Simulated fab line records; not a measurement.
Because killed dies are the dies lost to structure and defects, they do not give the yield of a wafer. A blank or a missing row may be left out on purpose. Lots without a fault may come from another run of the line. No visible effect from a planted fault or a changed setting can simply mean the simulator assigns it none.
Comparing a struck lot with a sound one | flow gf180mcu | 14 steps out of a route of 602
Sound: wafers L251.1, L251.3, L251.4. Wafers L259.2, L259.4, L259.5 were the ones struck. The cause is named last.
Each step with rows lists, per side, the tool, then ch with its chambers, then its first start. Under that, the readings that differ: sound wafers | struck wafers | difference of the means | sigmas: that difference in standard deviations of wafers without a fault.
alike: readings whose means differ by less than 2 such deviations, and words and numbers that are the same on both sides. not compared: withheld readings, readings that some wafer has no value for, bounds like >300 that may hide the same value, and numbers for which the record gives no deviation and whose values overlap.
Wherever a step has rows on one side only, a row that says differs or no value, or a row with sigmas, the two part there. Numbers that don't overlap but have no deviation are shown without sigmas and don't part them. A reading that every wafer of one side lacks parts them only if that side has two wafers or more.

first, 8 steps without rows for these wafers: GF_V3_DEHYDRATE_06 (time 60 s); GF_V3_HMDS_07 (prime time 60 s); GF_V3_COAT_08; GF_V3_COAT_09 (resist thk 1000 nm); GF_V3_SOFTBAKE_10 (time 60 s); GF_V3_EXPOSE_11 (exposes mask Via3, target cd 260 nm); GF_V3_PEB_12 (peb time 90 s); GF_V3_DEVELOP_13 (develop time 60 s).
GF_V3_CD_MEAS_14 targets a cd of 260 nm.
  struck on cd-sem-02, day 26 14:52; sound on cd-sem-01, day 24 08:52
  alike: cd-nm
GF_V3_OVL_MEAS_15:
  struck on overlay-01, day 26 14:58; sound on overlay-01, day 24 08:59
  alike: V3_OVL
GF_V3_ETCH_16: etches BARC in N2/H2.
  sound on rie-diel-03 ch 0,2,3, day 24 09:01; struck on rie-diel-04 ch 0,1,2, day 26 14:59
  alike: drypump-motor-current-A, oes-product-au, throttle-valve-pct
GF_V3_ETCH_17: etches SiO2 in C4F8/O2/Ar, stops on TiN, target depth 635 nm.
  sound on rie-diel-03 ch 0,2,3; struck on rie-diel-04 ch 0,1,2
  alike: oes-product-au
GF_V3_STRIP_18: strips in O2/N2.
  sound on plasma-asher-02 ch 0,1, day 24 09:08; struck on plasma-asher-04 ch 0,1, day 26 15:07
  no value came back on the struck wafers for chamber-pressure-mTorr (mTorr), drypump-motor-current-A (A), heater-power-w (W), oes-product-au (a.u.); on the sound wafers chamber-pressure-mTorr (mTorr) reads 1501.3 1502.2 1500.8
  not compared: rf-hours-counter-h
then, 1 step without rows for these wafers: GF_V3_STRIP_19 (strips in post etch residue remover, time 1200 s).

== WHERE THEY PART ==
At GF_V3_STRIP_18 and nowhere else, as far as this record goes.

WHY: what the simulator had put in
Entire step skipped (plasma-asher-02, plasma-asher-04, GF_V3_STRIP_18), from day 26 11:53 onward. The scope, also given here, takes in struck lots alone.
